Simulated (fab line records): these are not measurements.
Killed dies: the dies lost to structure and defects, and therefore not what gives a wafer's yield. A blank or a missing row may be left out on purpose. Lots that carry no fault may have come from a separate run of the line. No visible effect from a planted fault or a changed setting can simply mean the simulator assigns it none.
What tool caused it? | flow gf180mcu | 39 wafers from 13 lots sampled at 4 of the route's 602 steps

WHAT THE GAUGES READ, wafer by wafer
GF_M2_RS_MEAS_05: uses a four-point probe to measure.
lot  | measured     | on            | M2_ALCU_RS (ohm/sq)
L733 | day 19 01:02 | film metro-03 | 0.0694 0.0689 0.0695
L734 | day 19 14:50 | film metro-04 | 0.0698 0.0705 0.0701
L735 | day 20 05:26 | film metro-03 | 0.0712 0.0706 0.0707
L736 | day 20 12:29 | film metro-02 | 0.0696 0.0702 0.0705
L737 | day 20 18:36 | film metro-03 | 0.0713 0.0714 0.0715
L738 | day 21 06:47 | film metro-03 | 0.0711 0.0713 0.0710
L739 | day 21 16:07 | film metro-03 | 0.0699 0.0698 0.0702
L740 | day 21 23:33 | film metro-03 | 0.0704 0.0712 0.0714
L741 | day 22 17:33 | film metro-03 | 0.0704 0.0696 0.0697
L750 | day 25 10:27 | film metro-03 | 0.0708 0.0699 0.0703
L751 | day 25 16:25 | film metro-03 | 0.0716 0.0708 0.0709
L752 | day 26 03:07 | film metro-04 | 0.0691 0.0684 0.0696
L753 | day 26 06:32 | film metro-04 | 0.0699 0.0705 0.0707

WHAT TOOL EACH LOT RAN ON (gives the tool, then ch and the chambers of the sampled wafers, and finally the start)
lot  | GF_V1_STRIP_18                       | GF_V1_SPUTTER_22             | GF_M2_SPUTTER_04
L733 | plasma asher-03 ch 0,1, day 18 23:35 | pvd sputter-01, day 19 00:09 | pvd sputter-03, day 19 00:58
L734 | plasma asher-03 ch 0,1, day 19 13:23 | pvd sputter-03, day 19 13:59 | pvd sputter-01, day 19 14:47
L735 | plasma asher-02 ch 0,1, day 20 03:58 | pvd sputter-03, day 20 04:34 | pvd sputter-01, day 20 05:23
L736 | plasma asher-02 ch 0,1, day 20 10:54 | pvd sputter-02, day 20 11:32 | pvd sputter-04, day 20 12:21
L737 | plasma asher-02 ch 0,1, day 20 17:09 | pvd sputter-03, day 20 17:45 | pvd sputter-04, day 20 18:34
L738 | plasma asher-03 ch 0,1, day 21 05:20 | pvd sputter-03, day 21 05:56 | pvd sputter-04, day 21 06:44
L739 | plasma asher-02 ch 1, day 21 14:39   | pvd sputter-03, day 21 15:15 | pvd sputter-04, day 21 16:04
L740 | plasma asher-01 ch 0,1, day 21 22:06 | pvd sputter-02, day 21 22:42 | pvd sputter-04, day 21 23:31
L741 | plasma asher-03 ch 0,1, day 22 16:06 | pvd sputter-03, day 22 16:42 | pvd sputter-04, day 22 17:31
L750 | plasma asher-03 ch 0,1, day 25 08:57 | pvd sputter-01, day 25 09:35 | pvd sputter-04, day 25 10:23
L751 | plasma asher-02 ch 0,1, day 25 14:57 | pvd sputter-02, day 25 15:34 | pvd sputter-03, day 25 16:23
L752 | plasma asher-03 ch 0,1, day 26 01:35 | pvd sputter-02, day 26 02:15 | pvd sputter-03, day 26 03:04
L753 | plasma asher-02 ch 0,1, day 26 05:05 | pvd sputter-01, day 26 05:41 | pvd sputter-03, day 26 06:30
- GF_V1_STRIP_18: strips in O2/N2.
- GF_V1_SPUTTER_22: material TiN, target thk 10 nm, time 40 s.
- GF_M2_SPUTTER_04: material TiN, target thk 50 nm, time 41.7 s.

AS READ BY THE TOOLS THEMSELVES (means over the sampled wafers that have a number; for cases with no such wafer, the mark the record gives instead)
GF_V1_STRIP_18.
lot  | tool            | drypump motor current A (A) | heater power w (W) | oes product au (a.u.)
L733 | plasma asher-03 | 6.09                        | 350                | 0.589
L734 | plasma asher-03 | 6.07                        | 358                | 0.595
L735 | plasma asher-02 | 5.80                        | 353                | 0.591
L736 | plasma asher-02 | 5.97                        | 323                | 0.590
L737 | plasma asher-02 | 5.80                        | 348                | 0.592
L738 | plasma asher-03 | 5.91                        | 357                | 0.594
L739 | plasma asher-02 | 5.62                        | 376                | 0.590
L740 | plasma asher-01 | 6.08                        | 350                | 0.587
L741 | plasma asher-03 | 5.90                        | 353                | 0.589
L750 | plasma asher-03 | 5.90                        | 362                | 0.594
L751 | plasma asher-02 | 5.97                        | 326                | 0.593
L752 | plasma asher-03 | 5.89                        | 358                | 0.590
L753 | plasma asher-02 | 5.79                        | 348                | 0.595

GF_V1_SPUTTER_22.
lot  | tool           | chamber pressure pa (Pa) | throttle valve pct (%)
L733 | pvd sputter-01 | 5.004                    | 30.2
L734 | pvd sputter-03 | 5.007                    | 30.0
L735 | pvd sputter-03 | 5.003                    | 30.3
L736 | pvd sputter-02 | 5.001                    | 30.0
L737 | pvd sputter-03 | 5.000                    | 30.2
L738 | pvd sputter-03 | 4.998                    | 29.3
L739 | pvd sputter-03 | 5.002                    | 29.6
L740 | pvd sputter-02 | 4.996                    | 30.8
L741 | pvd sputter-03 | 5.003                    | 29.6
L750 | pvd sputter-01 | 5.008                    | 30.6
L751 | pvd sputter-02 | 4.994                    | 30.6
L752 | pvd sputter-02 | 4.992                    | 30.9
L753 | pvd sputter-01 | 5.001                    | 30.3

GF_M2_SPUTTER_04.
lot  | tool           | chamber pressure pa (Pa) | throttle valve pct (%)
L733 | pvd sputter-03 | 0.3999                   | 30.7
L734 | pvd sputter-01 | 0.4000                   | 30.6
L735 | pvd sputter-01 | 0.4001                   | 30.6
L736 | pvd sputter-04 | 0.4001                   | 29.9
L737 | pvd sputter-04 | 0.4002                   | 30.1
L738 | pvd sputter-04 | 0.4001                   | 30.2
L739 | pvd sputter-04 | 0.4000                   | 30.4
L740 | pvd sputter-04 | 0.4785                   | 27.6
L741 | pvd sputter-04 | 0.4781                   | 26.9
L750 | pvd sputter-04 | 0.4003                   | 30.3
L751 | pvd sputter-03 | 0.3999                   | 30.9
L752 | pvd sputter-03 | 0.4011                   | 30.3
L753 | pvd sputter-03 | 0.4004                   | 29.4

THE ANSWER, worked out from the rows above alone
Rule: usual is defined by the lots themselves. Put in order of their means at a reading, lots are off if they are a third of the lots or fewer, leave a main group of 4 or more, and stand apart from it by a gap of 3 or more times the standard deviation of the main group's means; of several such gaps the widest counts. If all means in a main group match to the digits the tables above print for the reading, that group is not used. A lot without any number at a reading at which 4 lots or more have one is off too. Any other lot the step has rows for is counted as sound. Order of review: gauges by route order, followed by the tools' own readings, for which a lot's mean as printed above is used. The first step at which some lot is off is used, and at that step the reading that is off furthest; a lot without a number counts as furthest.
Off at GF_M2_SPUTTER_04 (chamber pressure pa): L740, L741. For the main group the mean is 0.4002 Pa and the standard deviation 0.00032.
If a tool, at that step or one of the process steps before it, ran each lot that is off and ran no sound lot following the first of them, it fits. No candidate that was tried fits.

WHAT THE SIMULATOR HAD INSERTED
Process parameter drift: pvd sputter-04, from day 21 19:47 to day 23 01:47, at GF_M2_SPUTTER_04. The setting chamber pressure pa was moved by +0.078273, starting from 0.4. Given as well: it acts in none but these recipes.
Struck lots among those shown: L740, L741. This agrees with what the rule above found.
